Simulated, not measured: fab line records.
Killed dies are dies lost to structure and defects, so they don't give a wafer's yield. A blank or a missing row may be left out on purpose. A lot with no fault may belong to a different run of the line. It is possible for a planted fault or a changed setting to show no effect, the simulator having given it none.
Which of the tools did it? / flow gf180mcu / 21 wafers from 7 lots sampled at 4 of the route's 602 steps

## WHAT THE GAUGES READ, wafer by wafer
GF_V4_THK_MEAS_01.
lot=L543; measured=day 23 20:01; on=film-metro-03; V4_CVD_00_THK (nm)=586 597 610
lot=L547; measured=day 25 07:22; on=film-metro-03; V4_CVD_00_THK (nm)=588 601 600
lot=L551; measured=day 26 15:22; on=film-metro-04; V4_CVD_00_THK (nm)=606 606 606
lot=L553; measured=day 27 07:13; on=film-metro-02; V4_CVD_00_THK (nm)=606 600 604
lot=L559; measured=day 29 03:44; on=film-metro-02; V4_CVD_00_THK (nm)=896 898 893 897 899 893
lot=L561; measured=day 29 17:30; on=film-metro-04; V4_CVD_00_THK (nm)=897 884 891 898 885 892
lot=L565; measured=day 30 12:09; on=film-metro-03; V4_CVD_00_THK (nm)=613 610 599

## TOOL THAT RAN EACH LOT (tool first, then ch and the chambers of the sampled wafers, then the start)
lot=L543; GF_V3_CVD_23=cvd-w-01 ch 0,1, day 22 19:17; GF_M4_STRIP_17=plasma-asher-03 ch 0,1, day 23 19:04; GF_V4_CVD_00=hdpcvd-01 ch 0,1,2, day 23 19:56
lot=L547; GF_V3_CVD_23=cvd-w-02 ch 0, day 24 08:15; GF_M4_STRIP_17=plasma-asher-01 ch 0,1, day 25 06:46; GF_V4_CVD_00=hdpcvd-01 ch 0,1,2, day 25 07:18
lot=L551; GF_V3_CVD_23=cvd-w-01 ch 0,1, day 25 14:51; GF_M4_STRIP_17=plasma-asher-01 ch 0,1, day 26 14:25; GF_V4_CVD_00=hdpcvd-02 ch 0,2, day 26 15:17
lot=L553; GF_V3_CVD_23=cvd-w-02 ch 0,1, day 26 09:15; GF_M4_STRIP_17=plasma-asher-01 ch 0, day 27 06:20; GF_V4_CVD_00=hdpcvd-01 ch 0,1, day 27 07:08
lot=L559; GF_V3_CVD_23=cvd-w-01 ch 0,1, day 28 06:41; GF_M4_STRIP_17=plasma-asher-01 ch 0,1, day 29 03:08; GF_V4_CVD_00=hdpcvd-01 ch 0,2, day 29 03:38
lot=L561; GF_V3_CVD_23=cvd-w-01 ch 0,1, day 28 20:55; GF_M4_STRIP_17=plasma-asher-03 ch 0, day 29 16:52; GF_V4_CVD_00=hdpcvd-01 ch 1,2, day 29 17:26
lot=L565; GF_V3_CVD_23=cvd-w-01 ch 0,1, day 29 16:15; GF_M4_STRIP_17=plasma-asher-01 ch 0,1, day 30 11:32; GF_V4_CVD_00=hdpcvd-02 ch 0,2, day 30 12:04
- GF_V3_CVD_23: deposits W, target thk 350 nm, time 104.9 s.
- GF_M4_STRIP_17: strips in O2/N2.
- GF_V4_CVD_00: deposits SiO2, target thk 600 nm, time 100 s.

## THE ANSWER, worked out from the rows above alone
Rule: the lots themselves supply what counts as usual. Put in order of their means at a reading, lots are off if they are a third of the lots or fewer, leave a main group of 4 or more, and stand apart from it by a gap of 3 or more times the standard deviation of the main group's means; of several such gaps the widest counts. A main group whose means are all the same, to the digits that the tables above print for the reading, isn't used. A lot without any number at a reading at which 4 lots or more have one is off too. Where the step has rows for the other lots, those lots are counted as sound.
Off: at GF_V4_THK_MEAS_01 (V4_CVD_00_THK), L559, L561. The main group: mean 602 nm, standard deviation 4.4.
If a tool, at a process step before that reading, ran all the lots that are off and no sound lot after the first of them, it fits. The gauges at GF_V4_THK_MEAS_01 are tried like those tools. One fits: hdpcvd-01 at GF_V4_CVD_00. Its last sound lot is L553 (day 27 07:08), its first lot that is off L559 (day 29 03:38): a fault that began between those two fits.

## WHAT THE SIMULATOR PUT IN
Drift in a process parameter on hdpcvd-01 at GF_V4_CVD_00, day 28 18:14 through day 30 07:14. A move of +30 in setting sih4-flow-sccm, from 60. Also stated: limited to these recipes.
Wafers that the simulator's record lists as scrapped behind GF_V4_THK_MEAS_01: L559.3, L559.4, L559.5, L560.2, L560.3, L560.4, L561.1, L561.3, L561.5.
Lots struck among those shown: L559, L561. This agrees with what the rule above found.
